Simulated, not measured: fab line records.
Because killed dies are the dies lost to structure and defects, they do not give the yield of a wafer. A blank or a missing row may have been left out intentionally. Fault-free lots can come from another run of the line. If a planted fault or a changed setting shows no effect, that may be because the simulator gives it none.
fab line records | flow sky130
[record] lots = 5 wafers = 15 last-day = 50
route steps=708 shown LDD_N@247 LDD_P@255 LDD_HVN@267
lots that met no fault: taken from a fault-free run of the same line
start-h: hours from the record's first day to the start of the lot's first wafer shown | wait-h: hours from the lot's prior step to this one | " unchanged from the row above | L1.1+2: a single row standing in for several wafers | - either no value or no given start | * or withheld: withheld | < > ~ a bound
route shown NAME@n: NAME is a module with steps in the file, n the number in the route of the first one | usual: the fault-free wafers' mean and standard deviation | same: alike in all rows | chamber/n: place in a boat | sites: readings site by site | _std_site: standard deviation of those values | _edge_site: inner sites' mean taken away from outer sites' mean | radius-mm: how far each site lies from the wafer's centre | mask NAME#n: copy n | behind: the tool/chamber that last shaped the wafer | hold: what put the lot on hold/how long, in hours/how the hold closed | device: which transistor (n, p or np) failed to switch | end of line: the route-end tests of the same wafers | a step without rows: its recipe alone | killed: count of dies lost to structure and defects at first sort (not the wafer's yield) | map: shows each die of a wafer: x if killed, . if not, _ if none is there
set.NAME: the run value of the setting; set.NAME@STEP: its run value at that earlier step | model.NAME: the simulator's own value behind a step, which no gauge read
a table for each step, a row for each wafer; lots at some steps of the route
services: when a tool's chamber went out of use (start-h, in hours from the record's first day, below 0 if earlier), for how many hours, and the reason
[[steps]]
[step SKY_LDD_N_IMPLANT_10]
[recipe] species = As energy-kev = 20 dose-cm2 = 7.5e+13 tilt-deg = withheld rotation-deg = 203
[step SKY_LDD_N_IMPLANT_11]
[recipe] species = As energy-kev = 20 dose-cm2 = 7.5e+13 tilt-deg = withheld rotation-deg = 293
[step SKY_LDD_N_IMPLANT_12]
[recipe] species = BF2 energy-kev = 50 dose-cm2 = 5e+12 tilt-deg = 30 rotation-deg = 0
[step SKY_LDD_N_IMPLANT_13]
[recipe] species = BF2 energy-kev = 50 dose-cm2 = 5e+12 tilt-deg = 30 rotation-deg = 90
[step SKY_LDD_N_IMPLANT_14]
[recipe] species = BF2 energy-kev = 50 dose-cm2 = 5e+12 tilt-deg = 30 rotation-deg = 180
[step SKY_LDD_N_IMPLANT_15]
[recipe] species = BF2 energy-kev = 50 dose-cm2 = 5e+12 tilt-deg = 30 rotation-deg = 270
[step SKY_LDD_N_STRIP_16]
[recipe] chemistry = O2/N2 power-w = 1400 pressure-mtorr = 1500 platen-temp-c = withheld o2-flow-sccm = 3000 n2-flow-sccm = 300 overash-fraction = 0.5
[usual] drypump-motor-current-A = 5.49/0.18 o2-flow-sccm = 3000/8.5 oes-product-au = 0.407/0.0045 strip-time-to-endpoint-s = 4.319/0.015
// columns lot.wafer tool chamber start-h wait-h drypump-motor-current-A o2-flow-sccm oes-product-au rf-hours-counter-h strip-time-to-endpoint-s
L256.2 plasma-asher-02 1 397.55 0.1 5.55 2994 0.410 57 4.325
L256.3 " 0 " " 5.80 2992 0.407 - 4.334
L256.4 " 1 " " 5.55 2989 0.410 - 4.313
L262.1 plasma-asher-01 0 452.25 0.1 5.24 2993 0.409 2 4.322
L262.2 " 1 " " 5.32 2999 0.404 2 4.336
L262.4 " 0 " " 5.24 3010 0.398 - 4.324
L271.1 plasma-asher-02 0 580.50 0.1 5.85 3008 0.404 75 4.298
L271.4 " 0 " " 5.85 2999 0.411 - 4.316
L271.6 " 1 " " 5.53 3009 0.405 - 4.328
L277.1 plasma-asher-04 1 588.49 0.1 5.42 3004 0.413 47 4.337
L277.4 " 0 " " 5.56 3004 0.408 - 4.342
L277.6 " 0 " " 5.57 3004 0.407 - 4.346
L279.1 plasma-asher-02 1 606.94 0.1 5.52 2995 0.408 78 4.315
L279.3 " 1 " " 5.57 3010 0.403 - 4.330
L279.4 " 0 " " 5.84 2999 0.407 - 4.340
[step SKY_LDD_N_TW_MEAS_17]
[usual] LDD_N_TW = 2588/22
// columns lot.wafer tool chamber start-h wait-h LDD_N_TW
L256.2 film-metro-01 - 397.66 0.1 2598
L256.3 " - " " 2573
L256.4 " - " " 2597
L262.1 film-metro-03 - 452.35 0.1 2588
L262.2 " - " " 2605
L262.4 " - " " 2622
L271.1 film-metro-01 - 580.60 0.1 2562
L271.4 " - " " 2567
L271.6 " - " " 2542
L277.1 film-metro-02 - 588.59 0.1 2581
L277.4 " - " " 2578
L277.6 " - " " 2590
L279.1 film-metro-01 - 607.04 0.1 2557
L279.3 " - " " 2563
L279.4 " - " " 2561
[step SKY_LDD_P_DEHYDRATE_00]
[recipe] temp-c = 200 time-s = 60
[step SKY_LDD_P_HMDS_01]
[recipe] prime-time-s = 60 prime-temp-c = 120
[step SKY_LDD_P_COAT_02]
[recipe] resist = NOVOLAK spin-rpm = 3000 resist-thk-nm = 1140
[step SKY_LDD_P_SOFTBAKE_03]
[recipe] temp-c = 90 time-s = 60 resist = NOVOLAK
[step SKY_LDD_P_EXPOSE_04]
[recipe] mask-id = PSDM na = 0.6 source-shape = conventional sigma-outer = 0.6 polarization = unpolarized target-cd-nm = 380 dose-mj = 138
[usual] reticle-temp-C = 23.01/0.096
[same] na = 0.6
// columns lot.wafer tool chamber start-h wait-h mask reticle-temp-C
L256.2 iline-stepper-02 0 412.52 - PSDM#0 22.82
L256.3 " 0 " " PSDM#0 23.27
L256.4 " 0 " " PSDM#0 23.10
L262.1 iline-stepper-01 0 467.83 - NTM#0 22.88
L262.2 " 0 " " NTM#0 22.96
L262.4 " 0 " " NTM#0 22.98
L271.1 iline-stepper-01 0 595.01 - PSDM#0 23.29
L271.4 " 0 " " PSDM#0 22.90
L271.6 " 0 " " PSDM#0 23.16
L277.1 iline-stepper-02 0 603.21 - PSDM#0 23.07
L277.4 " 0 " " PSDM#0 23.03
L277.6 " 0 " " PSDM#0 22.86
L279.1 iline-stepper-01 0 620.89 - PSDM#0 23.09
L279.3 " 0 " " PSDM#0 22.85
L279.4 " 0 " " PSDM#0 22.90
[step SKY_LDD_P_PEB_05]
[recipe] temp-c = withheld time-s = * resist = NOVOLAK
[step SKY_LDD_P_DEVELOP_06]
[recipe] resist = NOVOLAK developer = TMAH develop-time-s = 60 dev-temp-c = 23
[step SKY_LDD_P_CD_MEAS_07]
[recipe] target-cd-nm = 380
[usual] cd-nm = 380.4/2.8
// columns lot.wafer tool chamber start-h wait-h cd-nm
L256.2 cd-sem-02 - 427.32 0.1 379.3
L256.3 " - " " 379.0
L256.4 " - " " 377.6
L262.1 cd-sem-01 - 483.06 0.1 -
L262.2 " - " " -
L262.4 " - " " -
L271.1 cd-sem-01 - 609.65 0.1 385.7
L271.4 " - " " 384.9
L271.6 " - " " 385.2
L277.1 cd-sem-02 - 617.26 0.1 384.1
L277.4 " - " " 382.0
L277.6 " - " " 382.7
L279.1 cd-sem-02 - 635.26 0.1 380.8
L279.3 " - " " 381.9
L279.4 " - " " 380.3
[step SKY_LDD_P_OVL_MEAS_08]
[usual] LDD_P_OVL = 0.6/1.4
// columns lot.wafer tool chamber start-h wait-h LDD_P_OVL[nm]
L256.2 overlay-02 - 427.43 0.1 -0.7
L256.3 " - " " -0.9
L256.4 " - " " 0.4
L262.1 overlay-01 - 483.18 0.1 -
L262.2 " - " " -
L262.4 " - " " -
L271.1 overlay-01 - 609.77 0.1 -1.1
L271.4 " - " " -1.6
L271.6 " - " " -2.8
L277.1 overlay-01 - 617.38 0.1 0.8
L277.4 " - " " 0.3
L277.6 " - " " -0.3
L279.1 overlay-01 - 635.38 0.1 2.0
L279.3 " - " " 1.4
L279.4 " - " " 1.7
[step SKY_LDD_P_IMPLANT_09]
[recipe] species = BF2 energy-kev = 25 dose-cm2 = 1e+13 tilt-deg = withheld
[step SKY_LDD_P_STRIP_10]
[recipe] chemistry = O2/N2 power-w = 1400 pressure-mtorr = 1500 platen-temp-c = withheld o2-flow-sccm = 3000 n2-flow-sccm = 300 overash-fraction = 0.5
[usual] drypump-motor-current-A = 5.4/0.31 o2-flow-sccm = 2999/8.9 oes-product-au = 0.715/0.0047 strip-time-to-endpoint-s = 14.20/0.045
// columns lot.wafer tool chamber start-h wait-h drypump-motor-current-A o2-flow-sccm oes-product-au rf-hours-counter-h strip-time-to-endpoint-s
L256.2 plasma-asher-04 1 427.61 0.1 5.4 3004 0.705 31 14.15
L256.3 " 1 " " 5.4 3000 0.715 - 14.14
L256.4 " 0 " " 5.5 2987 0.720 - 14.17
L262.1 plasma-asher-04 0 483.37 0.1 5.6 2990 0.710 37 14.22
L262.2 " 1 " " 5.4 2994 0.712 37 14.20
L262.4 " 1 " " 5.4 3002 0.715 - 14.20
L271.1 plasma-asher-03 1 609.96 0.1 5.9 2989 0.716 93 14.22
L271.4 " 0 " " 4.9 3004 0.716 - 14.19
L271.6 " 1 " " 5.9 2994 0.710 - 14.20
L277.1 plasma-asher-03 0 617.56 0.1 4.8 2994 0.717 94 14.23
L277.4 " 0 " " 4.8 2996 0.707 - 14.26
L277.6 " 0 " " 4.8 2987 0.712 - 14.25
L279.1 plasma-asher-01 0 635.56 0.1 5.2 3009 0.713 20 14.29
L279.3 " 1 " " 5.3 3003 0.710 - 14.27
L279.4 " 0 " " 5.2 2996 0.715 - 14.23
[step SKY_LDD_P_TW_MEAS_11]
[usual] LDD_P_TW = 636/3.6
// columns lot.wafer tool chamber start-h wait-h LDD_P_TW
L256.2 film-metro-04 - 427.72 0.1 632
L256.3 " - " " 633
L256.4 " - " " 628
L262.1 film-metro-02 - 483.47 0.1 30
L262.2 " - " " 30
L262.4 " - " " 30
L271.1 film-metro-02 - 610.06 0.1 630
L271.4 " - " " 631
L271.6 " - " " 632
L277.1 film-metro-04 - 617.66 0.1 638
L277.4 " - " " 639
L277.6 " - " " 637
L279.1 film-metro-04 - 635.66 0.1 640
L279.3 " - " " 640
L279.4 " - " " 640
[step SKY_LDD_HVN_DEHYDRATE_00]
[recipe] temp-c = 200 time-s = 60
[[services]]
// columns tool chamber start-h hours kind
plasma-asher-03 - 408.43 2.8 pm
iline-stepper-01 - 416.61 8.9 pm
iline-stepper-02 - 418.34 6.9 repair
plasma-asher-01 - 421.25 9.0 pm
plasma-asher-01 0 421.25 9.0 vent-cycle
plasma-asher-01 1 421.25 9.0 vent-cycle
iline-stepper-02 - 429.19 18.5 repair
plasma-asher-01 0 430.25 - clean
plasma-asher-01 1 430.25 - clean
iline-stepper-02 0 433.58 - calibration
iline-stepper-02 - 491.98 2.7 repair
plasma-asher-02 - 514.37 0.4 repair
plasma-asher-04 - 523.65 2.8 pm
iline-stepper-02 - 535.13 8.1 repair
iline-stepper-02 - 563.30 1.7 pm
plasma-asher-03 - 565.25 7.8 pm
plasma-asher-02 - 575.91 2.8 pm
iline-stepper-01 0 576.01 - calibration
plasma-asher-02 - 583.69 1.3 repair
iline-stepper-01 - 590.09 1.7 pm
plasma-asher-01 - 596.66 2.8 pm
plasma-asher-02 - 624.75 4.5 repair
[[key]]
[first-sign] step = SKY_LDD_P_EXPOSE_04 reading = mask direction = changed
[effect] step = SKY_LDD_P_CD_MEAS_07 reading = cd-nm direction = missing
[effect] step = SKY_LDD_P_OVL_MEAS_08 reading = LDD_P_OVL direction = missing
[effect] step = SKY_LDD_P_TW_MEAS_11 reading = LDD_P_TW direction = down sigmas = 99+ usual = 636 struck = 30
met-at SKY_LDD_P_EXPOSE_04
struck-wafers L262.1,L262.2,L262.4
sort-left-out L262.1,L262.2,L262.4
tester-left-out L262
[fault] kind = wrong-mask tool = any chamber = - onset-h = 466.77 steps = SKY_LDD_P_EXPOSE_04 aux-copy = NTM#0 scope = struck-lots-only
// tester-left-out: of these lots the tester's yield and bins aren't shown, on N5 and GAA mostly nor the transistor test; their killed dies are dies lost to structure and defects alone, not to doping, threshold or leakage, so they don't give the yield
// sort-left-out: the simulated sort isn't trusted on such a fault, so these wafers' sort isn't shown, and their yield isn't known
